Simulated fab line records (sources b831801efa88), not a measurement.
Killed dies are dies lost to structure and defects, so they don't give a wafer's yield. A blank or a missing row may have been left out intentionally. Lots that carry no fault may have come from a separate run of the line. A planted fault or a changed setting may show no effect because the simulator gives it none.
fab line records	flow sky130
record lots=5	wafers=23
route steps=708 shown LI_CONTACT@383 LOCAL_INTERCONNECT@387 CONTACT@415 METAL1@434 VIA1@458
start-h: hours from the record's first day to the start of the lot's first wafer shown	wait-h: hours from the lot's prior step to this one	" repeats the value in the row above	L1.1+2: several wafers, shown together as one row	- no value, or no start was given	* or withheld: withheld	< > ~ a bound
route shown NAME@n: NAME is a module with steps in the file, n the number in the route of the first one	usual: average and standard deviation across the fault-free wafers	same: alike in all rows	chamber/n: place in a boat	sites: the reading at each site	_std_site: the standard deviation of these	_edge_site: the outer-site mean with the inner-site mean subtracted	radius-mm: for every site, how far away it sits from the centre of the wafer	mask NAME#n: copy n	behind: the last tool/chamber to shape the wafer	hold: cause of the lot's hold/its duration in hours/its outcome	device: whichever transistor did not switch (one of n, p or np)	end of line: at the end of the route, the tests of the same wafers	where a step has no rows: the recipe by itself	killed: at the first sort, the dies lost to defects and structure; wafer yield is something else	map: a wafer's dies, marking killed ones x, the rest . and places with no die _
set.NAME: the setting as run; set.NAME@STEP: as run at that earlier step	model.NAME: the simulator's own value behind a step, which no gauge read
lots run with intentionally changed settings; tables by step, rows by wafer
## steps
# step SKY_LI_CONTACT_CVD_21
# recipe material=W	target-thk-nm=400	time-s=120.56	temp-c=400	pressure-torr=40
lot.wafer	tool	chamber	start-h	wait-h	set.temp-c	model.W_of_LI_CONTACT_CVD_21.thk-nm
L076.2	cvd-w-01	0	757.69	0.0	409	462.5
L076.3	"	1	"	"	400	396.4
L076.4	"	0	"	"	409	457.6
L076.5	"	0	"	"	400	393.9
L076.6	"	1	"	"	400	397.4
L079.1	cvd-w-01	1	758.44	0.0	400	395.5
L079.2	"	0	"	"	391	337.1
L079.3	"	1	"	"	400	397.5
L079.4	"	0	"	"	391	334.8
L079.5	"	0	"	"	400	395.8
L081.1	cvd-w-02	1	760.69	0.0	400	396.7
L081.2	"	0	"	"	400	401.7
L081.6	"	1	"	"	400	396.9
L080.1	cvd-w-02	1	767.85	0.0	400	398.1
L080.3	"	1	"	"	400	396.1
L080.4	"	0	"	"	400	392.7
L080.5	"	1	"	"	400	399.8
L080.6	"	0	"	"	400	397.5
L085.1	cvd-w-02	1	835.57	0.0	400	391.7
L085.2	"	0	"	"	392.5	343.1
L085.4	"	1	"	"	400	392.4
L085.5	"	0	"	"	392.5	343.6
L085.6	"	1	"	"	392.5	344.7
# step SKY_LI_CONTACT_RS_MEAS_22
# recipe thk-meas-gauge=four-point-probe	reads=W_of_LI_CONTACT_CVD_21+TiN_of_LI_CONTACT_SPUTTER_20+Ti_of_LI_CONTACT_SPUTTER_19
# usual LI_CONTACT_W_RS=0.2871/0.0023
lot.wafer	tool	chamber	start-h	wait-h	set.temp-c@LI_CONTACT_CVD_21	LI_CONTACT_W_RS[ohm/sq]
L076.2	film-metro-01	-	757.83	0.1	409	0.2456
L076.3	"	-	"	"	400	0.2869
L076.4	"	-	"	"	409	0.2484
L076.5	"	-	"	"	400	0.2889
L076.6	"	-	"	"	400	0.2859
L079.1	film-metro-01	-	758.56	0.1	400	0.2880
L079.2	"	-	"	"	391	0.3375
L079.3	"	-	"	"	400	0.2859
L079.4	"	-	"	"	391	0.3399
L079.5	"	-	"	"	400	0.2872
L081.1	film-metro-01	-	760.81	0.1	400	0.2865
L081.2	"	-	"	"	400	0.2832
L081.6	"	-	"	"	400	0.2862
L080.1	film-metro-01	-	767.98	0.1	400	0.2860
L080.3	"	-	"	"	400	0.2874
L080.4	"	-	"	"	400	0.2897
L080.5	"	-	"	"	400	0.2840
L080.6	"	-	"	"	400	0.2859
L085.1	film-metro-01	-	835.69	0.1	400	0.2904
L085.2	"	-	"	"	392.5	0.3316
L085.4	"	-	"	"	400	0.2899
L085.5	"	-	"	"	392.5	0.3313
L085.6	"	-	"	"	392.5	0.3298
# step SKY_LI_CONTACT_THK_MEAS_23
# recipe thk-meas-gauge=xrf	reads=W_of_LI_CONTACT_CVD_21
# usual LI_CONTACT_W_THK=382/4.8
lot.wafer	tool	chamber	start-h	wait-h	set.temp-c@LI_CONTACT_CVD_21	LI_CONTACT_W_THK[nm]
L076.2	film-metro-01	-	757.94	0.1	409	439
L076.3	"	-	"	"	400	379
L076.4	"	-	"	"	409	436
L076.5	"	-	"	"	400	375
L076.6	"	-	"	"	400	378
L079.1	film-metro-01	-	758.68	0.1	400	376
L079.2	"	-	"	"	391	324
L079.3	"	-	"	"	400	382
L079.4	"	-	"	"	391	322
L079.5	"	-	"	"	400	376
L081.1	film-metro-01	-	760.93	0.1	400	377
L081.2	"	-	"	"	400	382
L081.6	"	-	"	"	400	380
L080.1	film-metro-01	-	768.10	0.1	400	384
L080.3	"	-	"	"	400	387
L080.4	"	-	"	"	400	378
L080.5	"	-	"	"	400	389
L080.6	"	-	"	"	400	383
L085.1	film-metro-01	-	835.81	0.1	400	377
L085.2	"	-	"	"	392.5	331
L085.4	"	-	"	"	400	375
L085.5	"	-	"	"	392.5	329
L085.6	"	-	"	"	392.5	330
# step SKY_LI_CONTACT_CMP_24
# recipe stop-on=PSG	t-overpolish-s=20	down-force-psi=3.5	platen-rpm=60	target-thk-nm=0	pad-velocity-m-s=0.94248
# usual time-to-endpoint-s=95/3.1
lot.wafer	tool	chamber	start-h	wait-h	set.temp-c@LI_CONTACT_CVD_21	time-to-endpoint-s
L076.2	cmp-01	0	758.04	0.1	409	105
L076.3	"	1	"	"	400	94
L076.4	"	2	"	"	409	106
L076.5	"	3	"	"	400	94
L076.6	"	0	"	"	400	87
L079.3	cmp-01	1	758.74	0.0	400	92
L079.2	"	2	"	"	391	78
L079.4	"	3	"	"	391	81
L079.1	"	0	"	"	400	86
L079.5	"	2	"	"	400	92
L081.1	cmp-02	3	761.09	0.1	400	101
L081.2	"	0	"	"	400	101
L081.6	"	1	"	"	400	94
L080.4	cmp-02	2	768.16	0.0	400	94
L080.3	"	3	"	"	400	95
L080.1	"	0	"	"	400	97
L080.6	"	2	"	"	400	94
L080.5	"	3	"	"	400	98
L085.1	cmp-01	0	835.92	0.1	400	90
L085.4	"	1	"	"	400	96
L085.2	"	2	"	"	392.5	82
L085.6	"	3	"	"	392.5	84
L085.5	"	0	"	"	392.5	76
# step SKY_LOCAL_INTERCONNECT_SPUTTER_00
# recipe material=TiN	target-thk-nm=100	temp-c=300	power-w=6500	time-s=83.3	chamber-pressure-pa=0.4
lot.wafer	tool	chamber	start-h	wait-h	set.power-w	model.TiN_of_LOCAL_INTERCONNECT_SPUTTER_00.thk-nm
L076.2	pvd-sputter-04	-	758.29	0.2	7216	110.7
L076.3	"	-	"	"	6500	99.97
L076.4	"	-	"	"	6500	99.93
L076.5	"	-	"	"	7216	110.9
L076.6	"	-	"	"	7216	112.6
L079.1	pvd-sputter-03	-	759.04	0.1	7007	106.4
L079.2	"	-	"	"	6500	100
L079.3	"	-	"	"	7007	107.2
L079.4	"	-	"	"	6500	98.79
L079.5	"	-	"	"	6500	100.3
L081.1	pvd-sputter-02	-	761.29	0.1	6500	100.8
L081.2	"	-	"	"	6500	102.2
L081.6	"	-	"	"	6500	101.4
L080.1	pvd-sputter-04	-	768.46	0.1	6500	102
L080.3	"	-	"	"	6500	99.98
L080.4+5	"	-	"	"	6500	100.8
L080.6	"	-	"	"	6500	102.1
L085.1	pvd-sputter-02	-	836.17	0.2	6500	100.7
L085.2	"	-	"	"	6500	99.99
L085.4	"	-	"	"	5967	91.56
L085.5	"	-	"	"	5967	92.77
L085.6	"	-	"	"	6500	100.2
# step SKY_LOCAL_INTERCONNECT_RS_MEAS_01
# recipe thk-meas-gauge=four-point-probe	reads=TiN_of_LOCAL_INTERCONNECT_SPUTTER_00
# usual LOCAL_INTERCONNECT_TIN_RS=14.11/0.2
lot.wafer	tool	chamber	start-h	wait-h	set.power-w@LOCAL_INTERCONNECT_SPUTTER_00	LOCAL_INTERCONNECT_TIN_RS[ohm/sq]
L076.2	film-metro-01	-	758.37	0.1	7216	12.71
L076.3	"	-	"	"	6500	14.11
L076.4	"	-	"	"	6500	14.13
L076.5	"	-	"	"	7216	12.67
L076.6	"	-	"	"	7216	12.46
L079.1	film-metro-01	-	759.11	0.0	7007	13.26
L079.2	"	-	"	"	6500	14.09
L079.3	"	-	"	"	7007	13.11
L079.4	"	-	"	"	6500	14.29
L079.5	"	-	"	"	6500	14.10
L081.1	film-metro-02	-	761.35	0.0	6500	14.03
L081.2	"	-	"	"	6500	13.82
L081.6	"	-	"	"	6500	13.92
L080.1	film-metro-04	-	768.52	0.0	6500	13.88
L080.3	"	-	"	"	6500	14.18
L080.4	"	-	"	"	6500	14.04
L080.5	"	-	"	"	6500	14.04
L080.6	"	-	"	"	6500	13.84
L085.1	film-metro-02	-	836.24	0.0	6500	14.05
L085.2	"	-	"	"	6500	14.16
L085.4	"	-	"	"	5967	15.51
L085.5	"	-	"	"	5967	15.32
L085.6	"	-	"	"	6500	14.15
# step SKY_LOCAL_INTERCONNECT_THK_MEAS_02
# recipe thk-meas-gauge=xrf	reads=TiN_of_LOCAL_INTERCONNECT_SPUTTER_00
# usual LOCAL_INTERCONNECT_TIN_THK=100.4/1.4
lot.wafer	tool	chamber	start-h	wait-h	set.power-w@LOCAL_INTERCONNECT_SPUTTER_00	LOCAL_INTERCONNECT_TIN_THK[nm]
L076.2	film-metro-01	-	758.48	0.1	7216	111.7
L076.3	"	-	"	"	6500	100.4
L076.4	"	-	"	"	6500	100.5
L076.5	"	-	"	"	7216	111.3
L076.6	"	-	"	"	7216	113.3
L079.1	film-metro-01	-	759.23	0.1	7007	106.7
L079.2	"	-	"	"	6500	100.7
L079.3	"	-	"	"	7007	107.9
L079.4	"	-	"	"	6500	99.2
L079.5	"	-	"	"	6500	101.2
L081.1	film-metro-02	-	761.47	0.1	6500	101.2
L081.2	"	-	"	"	6500	102.7
L081.6	"	-	"	"	6500	101.4
L080.1	film-metro-04	-	768.64	0.1	6500	101.7
L080.3	"	-	"	"	6500	100.4
L080.4	"	-	"	"	6500	100.5
L080.5	"	-	"	"	6500	101.0
L080.6	"	-	"	"	6500	102.4
L085.1	film-metro-02	-	836.36	0.1	6500	101.0
L085.2	"	-	"	"	6500	100.1
L085.4	"	-	"	"	5967	91.6
L085.5	"	-	"	"	5967	92.8
L085.6	"	-	"	"	6500	100.4
# step SKY_LOCAL_INTERCONNECT_METAL_ETCH_14
# recipe target-depth-nm=110	stop-on=PSG	chemistry=Cl2/BCl3	target=TiN	resist-sidewall-deg=88	pressure-mtorr=10	icp-w=900	bias-w=48.5	Cl2_flow_sccm=60	bcl3-flow-sccm=30	time-s=31.4
lot.wafer	tool	chamber	start-h	wait-h	set.icp-w	model.KrF-thick_of_LOCAL_INTERCONNECT_COAT_06.thk-nm
L076.2+5	rie-metal-01	0	784.16	0.0	834.8	-
L076.3	"	1	"	"	834.8	353
L076.4	"	0	"	"	900	350.3
L076.6	"	1	"	"	900	-
L079.1	rie-metal-01	0	785.29	0.0	806.6	-
L079.2	"	1	"	"	900	350.9
L079.3	"	0	"	"	900	-
L079.4	"	1	"	"	900	350.1
L079.5	"	1	"	"	806.6	353.1
L081.1	rie-metal-04	0	787.31	0.0	900	349.7
L081.2	"	1	"	"	900	347.3
L081.6	"	1	"	"	900	348.8
L080.1	rie-metal-01	1	792.96	0.0	804.5	355.6
L080.3	"	0	"	"	900	349.3
L080.4	"	1	"	"	900	350.3
L080.5	"	0	"	"	804.5	354.5
L080.6	"	1	"	"	804.5	353.5
L085.1	rie-metal-02	1	860.76	0.0	900	348.1
L085.2	"	0	"	"	900	348.7
L085.4+5	"	0	"	"	900	-
L085.6	"	1	"	"	900	348.8
# step SKY_CONTACT_COAT_09
# recipe resist=KrF-thick	spin-rpm=3000	resist-thk-nm=450
lot.wafer	tool	chamber	start-h	wait-h	set.spin-rpm	model.KrF-thick_of_CONTACT_COAT_09.thk-nm
L076.2+4	litho-track-04	0	-	-	3137	441.2
L076.3	"	0	"	"	3000	448.9
L076.5	"	0	"	"	3000	451.4
L076.6	"	0	"	"	3137	439.8
L079.1	litho-track-03	0	-	-	3082	443.9
L079.2	"	0	"	"	3082	444.5
L079.3	"	0	"	"	3000	449.7
L079.4	"	0	"	"	3000	451
L079.5	"	0	"	"	3082	444.1
L081.1	litho-track-03	0	-	-	3000	449.8
L081.2	"	0	"	"	3000	448.1
L081.6	"	0	"	"	3000	449.2
L080.1	litho-track-03	0	-	-	3162	437.3
L080.3	"	0	"	"	3162	437.5
L080.4	"	0	"	"	3162	437.7
L080.5	"	0	"	"	3000	449.2
L080.6	"	0	"	"	3000	450.2
L085.1	litho-track-01	0	-	-	3172	438
L085.2	"	0	"	"	3000	450.4
L085.4	"	0	"	"	3000	451.4
L085.5	"	0	"	"	3172	436.8
L085.6	"	0	"	"	3000	450.1
# step SKY_CONTACT_DEVELOP_13
# recipe develop-time-s=60	resist=KrF-thick	dev-temp-c=21
lot.wafer	tool	chamber	start-h	wait-h	set.develop-time-s
L076.2+3+6	litho-track-04	0	-	-	60
L076.4+5	"	0	"	"	66.7
L079.1+2+4	litho-track-03	0	-	-	56.4
L079.3+5	"	0	"	"	60
L081.1+2+6	litho-track-04	0	-	-	60
L080.1+3+4+5+6	litho-track-04	0	-	-	60
L085.1+2+5	litho-track-04	0	-	-	60
L085.4+6	"	0	"	"	64.11
# step SKY_CONTACT_ETCH_16
# recipe chemistry=N2/H2	target=BARC	ion-energy-ev=200	source-w=500	bias-w=100	pressure-mtorr=30	n2-flow-sccm=100	h2-flow-sccm=200	stop-on=SiO2	time-s=45.9	target-depth-a=600
lot.wafer	tool	chamber	start-h	wait-h	set.spin-rpm@CONTACT_COAT_09	model.KrF-thick_of_CONTACT_COAT_09.thk-nm
L076.2+6	rie-diel-02	1,2	810.41	0.0	3137	383.2
L076.3	"	0	"	"	3000	391.6
L076.4	"	3	"	"	3137	383.3
L076.5	"	3	"	"	3000	393.2
L079.1	rie-diel-02	3	811.74	0.0	3082	386.2
L079.2	"	1	"	"	3082	386.4
L079.3	"	0	"	"	3000	392.4
L079.4	"	2	"	"	3000	394.7
L079.5	"	2	"	"	3082	387
L081.1	rie-diel-03	0	814.31	0.0	3000	392.7
L081.2	"	1	"	"	3000	390.5
L081.6	"	0	"	"	3000	392.2
L080.1	rie-diel-04	2	819.51	0.0	3162	379.8
L080.3	"	0	"	"	3162	379.2
L080.4	"	0	"	"	3162	379.1
L080.5	"	1	"	"	3000	391.7
L080.6	"	2	"	"	3000	392.5
L085.1	rie-diel-04	0	888.56	0.0	3172	379.9
L085.2	"	1	"	"	3000	392.8
L085.4	"	2	"	"	3000	393.6
L085.5	"	2	"	"	3172	379.7
L085.6	"	3	"	"	3000	393
# step SKY_CONTACT_ETCH_17
# recipe target=SiO2	chemistry=C4F8/O2/Ar	stop-on=Si3N4	mask-material=KrF-thick	source-w=1500	bias-w=1200	pressure-mtorr=40	c4f8-flow-sccm=withheld	O2_flow_sccm=6	Ar_flow_sccm=300	time-s=withheld	target-depth-a=3400
# step SKY_CONTACT_ETCH_18
# recipe target=Si3N4	chemistry=CHF3/O2	stop-on=TiN	source-w=600	bias-w=200	pressure-mtorr=40	chf3-flow-sccm=50	O2_flow_sccm=5	time-s=39	target-depth-a=750
# step SKY_CONTACT_STRIP_19
# recipe chemistry=O2/N2	power-w=1400	pressure-mtorr=1500	platen-temp-c=withheld	o2-flow-sccm=3000	n2-flow-sccm=300	overash-fraction=0.5
# usual strip-time-to-endpoint-s=3.609/0.027
lot.wafer	tool	chamber	start-h	wait-h	set.spin-rpm@CONTACT_COAT_09	strip-time-to-endpoint-s
L076.2	plasma-asher-03	0	810.54	-	3137	3.482
L076.3	"	0	"	"	3000	3.595
L076.4	"	1	"	"	3137	3.511
L076.5	"	1	"	"	3000	3.609
L076.6	"	0	"	"	3137	3.548
L079.1	plasma-asher-03	1	811.88	-	3082	3.527
L079.2	"	0	"	"	3082	3.517
L079.3	"	0	"	"	3000	3.602
L079.4	"	1	"	"	3000	3.665
L079.5	"	0	"	"	3082	3.579
L081.1	plasma-asher-03	1	814.44	-	3000	3.619
L081.2	"	0	"	"	3000	3.586
L081.6	"	1	"	"	3000	3.630
L080.1	plasma-asher-02	0	819.64	-	3162	3.466
L080.3	"	0	"	"	3162	3.449
L080.4	"	1	"	"	3162	3.444
L080.5	"	1	"	"	3000	3.599
L080.6	"	0	"	"	3000	3.605
L085.1	plasma-asher-04	0	888.69	-	3172	3.473
L085.2	"	1	"	"	3000	3.582
L085.4	"	0	"	"	3000	3.591
L085.5	"	1	"	"	3172	3.452
L085.6	"	0	"	"	3000	3.627
# step SKY_METAL1_SPUTTER_00
# recipe material=Ti	target-thk-nm=15	power-w=3000	time-s=10	chamber-pressure-pa=0.4
lot.wafer	tool	chamber	start-h	wait-h	set.power-w	model.Ti_of_METAL1_SPUTTER_00.thk-nm
L076.2	pvd-sputter-01	-	811.83	0.1	3341	16.71
L076.3	"	-	"	"	3000	14.79
L076.4	"	-	"	"	3000	14.9
L076.5	"	-	"	"	3341	16.91
L076.6	"	-	"	"	3341	16.65
L079.1	pvd-sputter-03	-	813.27	0.2	2851	14.46
L079.2	"	-	"	"	2851	14.33
L079.3	"	-	"	"	2851	14.5
L079.4	"	-	"	"	3000	15.17
L079.5	"	-	"	"	3000	15.06
L081.1	pvd-sputter-03	-	815.73	0.2	3000	15.29
L081.2	"	-	"	"	3000	15
L081.6	"	-	"	"	3000	15.3
L080.1	pvd-sputter-04	-	820.89	0.1	2728	13.46
L080.3	"	-	"	"	3000	14.97
L080.4	"	-	"	"	3000	15.41
L080.5	"	-	"	"	2728	13.39
L080.6	"	-	"	"	3000	15.43
L085.1	pvd-sputter-04	-	889.94	0.2	3279	16.22
L085.2	"	-	"	"	3279	16.36
L085.4	"	-	"	"	3279	16.69
L085.5	"	-	"	"	3000	15.21
L085.6	"	-	"	"	3000	14.76
# step SKY_METAL1_METAL_ETCH_19
# recipe target-depth-a=3600	stop-on=SiO2	over-etch-frac=0.3	time-s=78	chemistry=Cl2/BCl3	resist-sidewall-deg=88	pressure-mtorr=10	icp-w=900	bias-w=48.5	Cl2_flow_sccm=60	bcl3-flow-sccm=30
lot.wafer	tool	chamber	start-h	wait-h	set.time-s	model.KrF-thick_of_METAL1_COAT_10.thk-nm
L076.2	rie-metal-02	0	837.83	0.0	78	-
L076.3	"	0	"	"	78	164.7
L076.4	"	1	"	"	81.44	154.7
L076.5+6	"	0,1	"	"	81.44	-
L079.1	rie-metal-03	0	838.87	0.0	85.57	148.2
L079.2	"	1	"	"	85.57	145.8
L079.3	"	0	"	"	78	174.3
L079.4	"	1	"	"	78	167.3
L079.5	"	1	"	"	78	167.8
L081.1	rie-metal-02	1	841.75	0.0	78	166.9
L081.2	"	0	"	"	78	167
L081.6	"	0	"	"	78	168.2
L080.1+5	rie-metal-04	0,1	847.11	0.0	78	-
L080.3	"	0	"	"	88.86	137.7
L080.4	"	1	"	"	78	170.8
L080.6	"	0	"	"	88.86	139.1
L085.1+4	rie-metal-02	0,1	914.96	0.1	78	-
L085.2	"	1	"	"	81.07	-
L085.5	"	0	"	"	81.07	155.2
L085.6	"	1	"	"	81.07	156.8
# step SKY_METAL1_STRIP_20
# recipe chemistry=O2/N2	power-w=1400	pressure-mtorr=1500	platen-temp-c=withheld	o2-flow-sccm=3000	n2-flow-sccm=300	overash-fraction=0.5
# usual strip-time-to-endpoint-s=2.80/0.03
lot.wafer	tool	chamber	start-h	wait-h	set.time-s@METAL1_METAL_ETCH_19	strip-time-to-endpoint-s
L076.2	plasma-asher-03	0	837.92	0.1	78	2.76
L076.3	"	1	"	"	78	2.77
L076.4	"	0	"	"	81.44	2.64
L076.5	"	1	"	"	81.44	2.69
L076.6	"	0	"	"	81.44	2.63
L079.1	plasma-asher-01	0	838.96	0.1	85.57	2.58
L079.2	"	1	"	"	85.57	2.55
L079.3	"	0	"	"	78	2.86
L079.4	"	1	"	"	78	2.79
L079.5	"	0	"	"	78	2.79
L081.1	plasma-asher-03	0	841.84	0.1	78	2.78
L081.2	"	1	"	"	78	2.79
L081.6	"	0	"	"	78	2.80
L080.1	plasma-asher-04	0	847.20	0.1	78	2.83
L080.3	"	0	"	"	88.86	2.45
L080.4	"	1	"	"	78	2.83
L080.5	"	0	"	"	78	2.84
L080.6	"	1	"	"	88.86	2.49
L085.1	plasma-asher-03	0	915.08	0.1	78	2.79
L085.2	"	1	"	"	81.07	2.64
L085.4	"	0	"	"	78	2.76
L085.5	"	0	"	"	81.07	2.65
L085.6	"	1	"	"	81.07	2.67
# step SKY_VIA1_HDPCVD_00
# recipe material=SiO2	target-thk-nm=1030	sigma-open-frac=0.3	time-s=171.7	temp-c=400	sih4-flow-sccm=60	pressure-mtorr=6
lot.wafer	tool	chamber	start-h	wait-h	set.sih4-flow-sccm	model.SiO2_of_VIA1_HDPCVD_00.thk-nm
L076.2	hdpcvd-01	0	838.51	0.0	60	-
L076.3	"	0	"	"	54.51	937.7
L076.4	"	1	"	"	54.51	-
L076.5	"	1	"	"	54.51	939.7
L076.6	"	0	"	"	60	1029
L079.1	hdpcvd-02	2	839.56	0.0	60	1046
L079.2+4	"	0,1	"	"	60	1031
L079.3	"	1	"	"	60	1023
L079.5	"	0	"	"	60	1019
L081.1	hdpcvd-02	2	842.43	0.0	60	1034
L081.2	"	1	"	"	60	1028
L081.6	"	1	"	"	60	1026
L080.1+4	hdpcvd-02	0,1	847.88	0.0	63.9	-
L080.3	"	2	"	"	60	-
L080.5	"	2	"	"	60	1024
L080.6	"	0	"	"	60	1035
L085.1	hdpcvd-01	2	915.67	0.0	60	1025
L085.2	"	1	"	"	57.08	967.6
L085.4+5	"	1	"	"	60	-
L085.6	"	2	"	"	57.08	963.3
# step SKY_VIA1_THK_MEAS_01
# recipe reads=SiO2_of_VIA1_HDPCVD_00
# usual VIA1_HDPCVD_THK=1030/8.7
lot.wafer	tool	chamber	start-h	wait-h	set.sih4-flow-sccm@VIA1_HDPCVD_00	VIA1_HDPCVD_THK[nm]
L076.2	film-metro-03	-	838.69	0.1	60	1015
L076.3	"	-	"	"	54.51	938
L076.4	"	-	"	"	54.51	928
L076.5	"	-	"	"	54.51	939
L076.6	"	-	"	"	60	1030
L079.1	film-metro-01	-	839.67	0.1	60	1046
L079.2	"	-	"	"	60	1031
L079.3	"	-	"	"	60	1023
L079.4	"	-	"	"	60	1032
L079.5	"	-	"	"	60	1020
L081.1	film-metro-03	-	842.56	0.1	60	1034
L081.2	"	-	"	"	60	1029
L081.6	"	-	"	"	60	1027
L080.1	film-metro-03	-	847.99	0.1	63.9	1098
L080.3	"	-	"	"	60	1030
L080.4	"	-	"	"	63.9	1087
L080.5	"	-	"	"	60	1025
L080.6	"	-	"	"	60	1035
L085.1	film-metro-01	-	915.84	0.1	60	1024
L085.2	"	-	"	"	57.08	967
L085.4	"	-	"	"	60	1014
L085.5	"	-	"	"	60	1015
L085.6	"	-	"	"	57.08	963
## key
split step=SKY_LI_CONTACT_CVD_21	setting=temp-c	stated=400	by=wafer
response step=SKY_LI_CONTACT_CVD_21	reading=model.W_of_LI_CONTACT_CVD_21.thk-nm	change=+27.2	per=1%	r=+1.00
response step=SKY_LI_CONTACT_RS_MEAS_22	reading=LI_CONTACT_W_RS	change=-0.0208	per=1%	r=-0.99
response step=SKY_LI_CONTACT_THK_MEAS_23	reading=LI_CONTACT_W_THK	change=+25.2	per=1%	r=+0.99
response step=SKY_LI_CONTACT_CMP_24	reading=time-to-endpoint-s	change=*	per=1%	r=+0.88
split step=SKY_LOCAL_INTERCONNECT_SPUTTER_00	setting=power-w	stated=6500	by=wafer
response step=SKY_LOCAL_INTERCONNECT_SPUTTER_00	reading=model.TiN_of_LOCAL_INTERCONNECT_SPUTTER_00.thk-nm	change=+0.995	per=1%	r=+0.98
response step=SKY_LOCAL_INTERCONNECT_RS_MEAS_01	reading=LOCAL_INTERCONNECT_TIN_RS	change=-0.14	per=1%	r=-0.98
response step=SKY_LOCAL_INTERCONNECT_THK_MEAS_02	reading=LOCAL_INTERCONNECT_TIN_THK	change=+1	per=1%	r=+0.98
split step=SKY_LOCAL_INTERCONNECT_METAL_ETCH_14	setting=icp-w	stated=900	by=wafer
response step=SKY_LOCAL_INTERCONNECT_METAL_ETCH_14	reading=model.KrF-thick_of_LOCAL_INTERCONNECT_COAT_06.thk-nm	change=-0.377	per=1%	r=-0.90
split step=SKY_CONTACT_COAT_09	setting=spin-rpm	stated=3000	by=wafer
response step=SKY_CONTACT_COAT_09	reading=model.KrF-thick_of_CONTACT_COAT_09.thk-nm	change=-2.23	per=1%	r=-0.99
response step=SKY_CONTACT_ETCH_16	reading=model.KrF-thick_of_CONTACT_COAT_09.thk-nm	change=-2.29	per=1%	r=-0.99
response step=SKY_CONTACT_STRIP_19	reading=strip-time-to-endpoint-s	change=*	per=1%	r=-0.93
split step=SKY_CONTACT_DEVELOP_13	setting=develop-time-s	stated=60	by=wafer
response none clear
split step=SKY_METAL1_SPUTTER_00	setting=power-w	stated=3000	by=wafer
response step=SKY_METAL1_SPUTTER_00	reading=model.Ti_of_METAL1_SPUTTER_00.thk-nm	change=+0.171	per=1%	r=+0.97
split step=SKY_METAL1_METAL_ETCH_19	setting=time-s	stated=78	by=wafer
response step=SKY_METAL1_METAL_ETCH_19	reading=model.KrF-thick_of_METAL1_COAT_10.thk-nm	change=-2.34	per=1%	r=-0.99
response step=SKY_METAL1_STRIP_20	reading=strip-time-to-endpoint-s	change=*	per=1%	r=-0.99
split step=SKY_VIA1_HDPCVD_00	setting=sih4-flow-sccm	stated=60	by=wafer
response step=SKY_VIA1_HDPCVD_00	reading=model.SiO2_of_VIA1_HDPCVD_00.thk-nm	change=+10.4	per=1%	r=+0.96
response step=SKY_VIA1_THK_MEAS_01	reading=VIA1_HDPCVD_THK	change=+9.81	per=1%	r=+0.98
